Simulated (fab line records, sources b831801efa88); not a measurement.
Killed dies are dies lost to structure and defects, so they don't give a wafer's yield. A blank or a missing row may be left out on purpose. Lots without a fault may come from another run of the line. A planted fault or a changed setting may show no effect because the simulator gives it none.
One fault seen from 2 desks | flow gf180mcu | each desk has only its own numbers; what lay behind them comes last

THE METROLOGY DESK
What the gauges read, lot by lot, whatever tool the lot ran on: means of the sampled wafers that have a number. A lot is out of limits, marked OUT, if its mean lies more than 4 standard deviations from the usual mean; the brackets give that distance.
Columns: A = V3_BOW at GF_V3_BOW_MEAS_05, usual 120 um; B = cd_nm at GF_V3_CD_MEAS_14, usual 260.2 nm; C = V3_OVL at GF_V3_OVL_MEAS_15, usual 2 nm
lot  | first seen here | A   | B     | C
L939 | day 22 05:01    | 119 | 260.0 | 4
L941 | day 23 01:28    | 127 | 260.2 | 2
L950 | day 26 08:44    | 124 | 260.3 | 11
L951 | day 26 16:24    | 115 | 260.1 | 1
L952 | day 26 20:04    | 110 | 260.4 | 3
L957 | day 28 11:07    | 126 | 258.5 | 7
L958 | day 28 14:30    | 120 | 259.3 | -4
This desk's finding: nothing out of limits on any of the 7 lots.

THE TOOL OWNER'S DESK: rie_diel-03
The tool's own readings at GF_V3_ETCH_17 (etches SiO2 in C4F8/O2/Ar, stops on TiN, target depth 635 nm): means of the sampled wafers that have a number, for each lot that ran on this tool. A lot is out of limits, marked OUT, if its mean lies more than 4 standard deviations from the usual mean; the brackets give that distance.
Columns: A = oes_product_au at GF_V3_ETCH_17, usual 0.856 a.u.; B = rf_fwd_power_W at GF_V3_ETCH_17, usual 1493 W
lot  | first seen here | A     | B
L939 | day 23 05:00    | 0.858 | 1495
L950 | day 27 05:00    | 0.855 | 1725 (+52) OUT
L951 | day 27 13:00    | 0.856 | 1734 (+53) OUT
L952 | day 27 16:00    | 0.851 | 1733 (+53) OUT
This desk's finding: out of limits on L950, L951, L952; first on L950, day 27 05:00 (rf_fwd_power_W at GF_V3_ETCH_17). In limits: L939.

PUT TOGETHER
The tool owner's desk could have raised an alarm at day 27 05:00, on L950, L951, L952.
The metrology desk saw nothing out of limits.
The metrology desk has L950, L951, L952 on record, within its limits.
Of the lots named, all ran GF_V3_ETCH_17 on rie_diel-03.

WHAT THE SIMULATOR HAD PUT IN
Process parameter drift: rie_diel-03, from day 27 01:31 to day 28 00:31, at GF_V3_ETCH_17. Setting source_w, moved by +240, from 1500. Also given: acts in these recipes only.
Lots struck among those shown: L950, L951, L952.
Hours from the fault's start to each desk's first reading out of limits: the tool owner's desk, 3.
